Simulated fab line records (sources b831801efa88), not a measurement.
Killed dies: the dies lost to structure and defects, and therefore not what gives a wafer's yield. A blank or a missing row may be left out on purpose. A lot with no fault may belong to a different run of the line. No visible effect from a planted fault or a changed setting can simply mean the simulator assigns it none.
A single fault, viewed from 2 desks	flow sky130	every desk sees just its own numbers, and what lay behind them comes last

== AT THE METROLOGY DESK ==
Lot by lot, what the gauges showed, no matter which tool ran the lot: averages of those sampled wafers that carry a number. A lot is out of limits, marked OUT, if its mean lies more than 4 standard deviations from the usual mean; the brackets give that distance.
Columns: A = NWELL_01_OVL at SKY_NWELL_OVL_MEAS_23, usual 0.9 nm; B = SONOS_TUNNEL_TW at SKY_SONOS_TUNNEL_TW_MEAS_12, usual 200.5
lot	first seen here	A	B
L214	day 6 09:14	-1.0	202.7
L216	day 6 20:38	-0.6	202.6
L219	day 7 16:23	-0.0	199.0
L220	day 7 18:35	0.8	197.8
L223	day 8 14:45	0.6	200.8
L224	day 8 19:32	2.3	201.6
L225	day 9 07:50	1.7	199.0
L231	day 10 12:02	2.0	198.8
L232	day 10 13:19	1.1	200.7
L233	day 11 00:26	2.8	200.4
This desk found nothing out of limits on any of the 10 lots.

== DESK OF THE TOOL OWNER: rie diel-02 ==
The tool's own readings at SKY_POLY_CUT_ETCH_10 (etches BARC in N2/H2, stops on SiO2, time 45.9 s, target depth 60 nm): means of the sampled wafers that have a number, for each lot that ran on this tool. A lot is out of limits, marked OUT, if its mean lies more than 4 standard deviations from the usual mean; the brackets give that distance.
Columns: A = bias w at SKY_POLY_CUT_ETCH_10, usual 99.9 W; B = chamber pressure mTorr at SKY_POLY_CUT_ETCH_10, usual 29.998 mTorr; C = drypump motor current A at SKY_POLY_CUT_ETCH_10, usual 5.6 A; D = oes product au at SKY_POLY_CUT_ETCH_10, usual 0.853 a.u.; E = throttle valve pct at SKY_POLY_CUT_ETCH_10, usual 13.225 %
lot	first seen here	A	B	C	D	E
L214	day 25 14:19	99.7	29.999	5.8	0.849	13.220
L216	day 26 09:10	100.0	29.959	5.6	0.857	13.227
L219	day 28 02:11	99.6	30.030	5.7	0.858	13.224
L220	day 28 03:16	99.8	29.986	5.7	0.855	13.228
L223	day 28 20:03	99.8	30.007	5.8	0.851	13.217
L233	day 31 16:38	100.0	29.983	5.7	0.850	13.227
This desk found nothing out of limits on any of the 6 lots.

== BROUGHT TOGETHER ==
Metrology desk: nothing out of limits seen.
The tool owner's desk saw nothing out of limits.

== WHAT WAS PUT IN BY THE SIMULATOR ==
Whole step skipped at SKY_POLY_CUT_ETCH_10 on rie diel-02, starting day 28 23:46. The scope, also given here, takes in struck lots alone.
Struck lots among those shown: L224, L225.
